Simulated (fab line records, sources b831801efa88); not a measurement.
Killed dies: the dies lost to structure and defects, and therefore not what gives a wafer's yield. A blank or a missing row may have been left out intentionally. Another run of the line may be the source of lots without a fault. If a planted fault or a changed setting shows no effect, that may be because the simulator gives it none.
Which tool did it? | flow sky130 | Sampling: 12 lots, 36 wafers, 3 of 708 route steps

## WHAT THE GAUGES READ, wafer by wafer
SKY_VIA1_THK_MEAS_01.
lot  | measured     | on            | VIA1_HDPCVD_THK (nm)
L555 | day 33 20:12 | film metro-01 | 1034 1044 1054
L557 | day 34 22:10 | film metro-01 | 1032 1026 1025
L561 | day 35 20:47 | film metro-04 | 1045 1041 1041
L564 | day 36 19:33 | film metro-02 | 1027 1034 1031
L565 | day 36 21:27 | film metro-02 | 1011 1009 1013
L567 | day 37 13:12 | film metro-02 | 1023 1044 1039
L570 | day 38 11:29 | film metro-01 | 1059 1040 1066
L572 | day 39 05:31 | film metro-04 | 1038 1043 1033
L574 | day 39 19:04 | film metro-01 | 1033 1047 1026
L576 | day 40 01:11 | film metro-04 | 1040 1058 1051
L577 | day 40 09:11 | film metro-04 | 1027 1044 1050
L578 | day 40 10:43 | film metro-01 | 1020 1028 1012

## TOOL THAT RAN EACH LOT (tool first, then ch and the chambers of the sampled wafers, then the start)
lot  | SKY_LDD_N_IMPLANT_08            | SKY_METAL1_ETCH_18
L555 | implanter-01 ch 0, day 18 09:47 | rie metal-01 ch 0, day 33 19:06
L557 | implanter-01 ch 0, day 19 19:42 | rie metal-01 ch 0, day 34 21:07
L561 | implanter-04 ch 0, day 20 18:20 | rie metal-01 ch 0,1, day 35 19:56
L564 | implanter-03 ch 0, day 22 00:08 | rie metal-01 ch 0, day 36 18:36
L565 | implanter-04 ch 0, day 22 00:45 | rie metal-04 ch 0,1, day 36 20:35
L567 | implanter-04 ch 0, day 22 20:42 | rie metal-01 ch 1, day 37 12:11
L570 | implanter-03 ch 0, day 23 19:25 | rie metal-02 ch 0,1, day 38 10:34
L572 | implanter-01 ch 0, day 24 17:17 | rie metal-02 ch 0,1, day 39 04:39
L574 | implanter-03 ch 0, day 25 10:20 | rie metal-04 ch 0,1, day 39 18:12
L576 | implanter-01 ch 0, day 25 18:31 | rie metal-02 ch 0,1, day 40 00:20
L577 | implanter-01 ch 0, day 26 02:37 | rie metal-04 ch 0,1, day 40 08:20
L578 | implanter-01 ch 0, day 26 05:24 | rie metal-02 ch 0,1, day 40 09:51
- SKY_LDD_N_IMPLANT_08
- SKY_METAL1_ETCH_18: etches BARC in N2/H2, stops on SiO2, time 45.9 s, target depth 60 nm.

## WHAT THE TOOLS THEMSELVES READ (means of the sampled wafers that have a number; where no wafer has one, the mark that the record gives instead)
SKY_LDD_N_IMPLANT_08.
lot  | tool         | beam on s (s) | dose ions cm2 | faraday current uA | rotation deg (degrees)
L555 | implanter-01 | 9.92          | 7.498e+13     | 426                | 23.008
L557 | implanter-01 | 10.14         | 7.498e+13     | 417                | 23.003
L561 | implanter-04 | 10.02         | 7.506e+13     | 422                | 22.988
L564 | implanter-03 | 9.81          | 7.496e+13     | 430                | 22.971
L565 | implanter-04 | 9.92          | 7.504e+13     | 425                | 193.990
L567 | implanter-04 | 10.02         | 7.482e+13     | 422                | 194.020
L570 | implanter-03 | 9.66          | 7.503e+13     | 436                | 22.989
L572 | implanter-01 | 10.00         | 7.501e+13     | 424                | 22.988
L574 | implanter-03 | 9.99          | 7.501e+13     | 422                | 22.984
L576 | implanter-01 | 9.96          | 7.495e+13     | 423                | 23.012
L577 | implanter-01 | 9.93          | 7.504e+13     | 424                | 23.013
L578 | implanter-01 | 9.97          | 7.504e+13     | 424                | 22.982

SKY_METAL1_ETCH_18.
lot  | tool         | chamber pressure mTorr (mTorr) | drypump motor current A (A) | oes product au (a.u.) | throttle valve pct (%)
L555 | rie metal-01 | 29.995                         | 5.7                         | 0.854                 | 13.225
L557 | rie metal-01 | 29.997                         | 5.7                         | 0.857                 | 13.223
L561 | rie metal-01 | 29.993                         | 5.7                         | 0.855                 | 13.226
L564 | rie metal-01 | 29.980                         | 5.7                         | 0.861                 | 13.234
L565 | rie metal-04 | 30.007                         | 5.9                         | 0.856                 | 13.230
L567 | rie metal-01 | 30.003                         | 5.8                         | 0.857                 | 13.217
L570 | rie metal-02 | 30.003                         | 6.2                         | 0.856                 | 13.226
L572 | rie metal-02 | 29.995                         | 6.0                         | 0.856                 | 13.223
L574 | rie metal-04 | 29.993                         | 5.9                         | 0.856                 | 13.225
L576 | rie metal-02 | 30.021                         | 6.2                         | 0.855                 | 13.223
L577 | rie metal-04 | 29.981                         | 5.6                         | 0.853                 | 13.229
L578 | rie metal-02 | 29.984                         | 6.0                         | 0.857                 | 13.220

## THE ANSWER, worked out from the rows above alone
Rule: the usual values come from the lots themselves. Put in order of their means at a reading, lots are off if they are a third of the lots or fewer, leave a main group of 4 or more, and stand apart from it by a gap of 3 or more times the standard deviation of the main group's means; of several such gaps the widest counts. A main group is skipped when, at the precision printed for the reading in the tables above, its means are all equal. Also off: a lot with no number at a reading for which 4 or more lots have one. The other lots that the step has rows for count as sound. The gauges are gone through in route order, then the tools' own readings, and for those a lot's mean is taken as printed above. At the first step where some lot is off, the reading lying furthest off is the one used; lots without a number count as furthest.
Off, at SKY_LDD_N_IMPLANT_08 on rotation deg: L565, L567. The main group: mean 22.994 degrees, standard deviation 0.014.
A tool fits if, at that step or a process step before it, it ran every lot that is off, and no sound lot after the first of them. One fits: SKY_LDD_N_IMPLANT_08 on implanter-04. Its last sound lot is L561 (day 20 18:20), its first lot that is off L565 (day 22 00:45): a fault that began between those two fits.
The tool's own readings at SKY_LDD_N_IMPLANT_08 bear it out: on the lots that are off they differ by more than 5 times the standard deviation of the sound lots' means. rotation deg reads 194.005 degrees there against 22.994 degrees on the sound lots.

## WHAT THE SIMULATOR PUT IN
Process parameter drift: implanter-04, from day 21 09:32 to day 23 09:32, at SKY_LDD_N_IMPLANT_08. Setting rotation deg, moved by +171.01, from 23. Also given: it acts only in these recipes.
Lots struck among those shown: L565, L567. The same result came from the rule above.
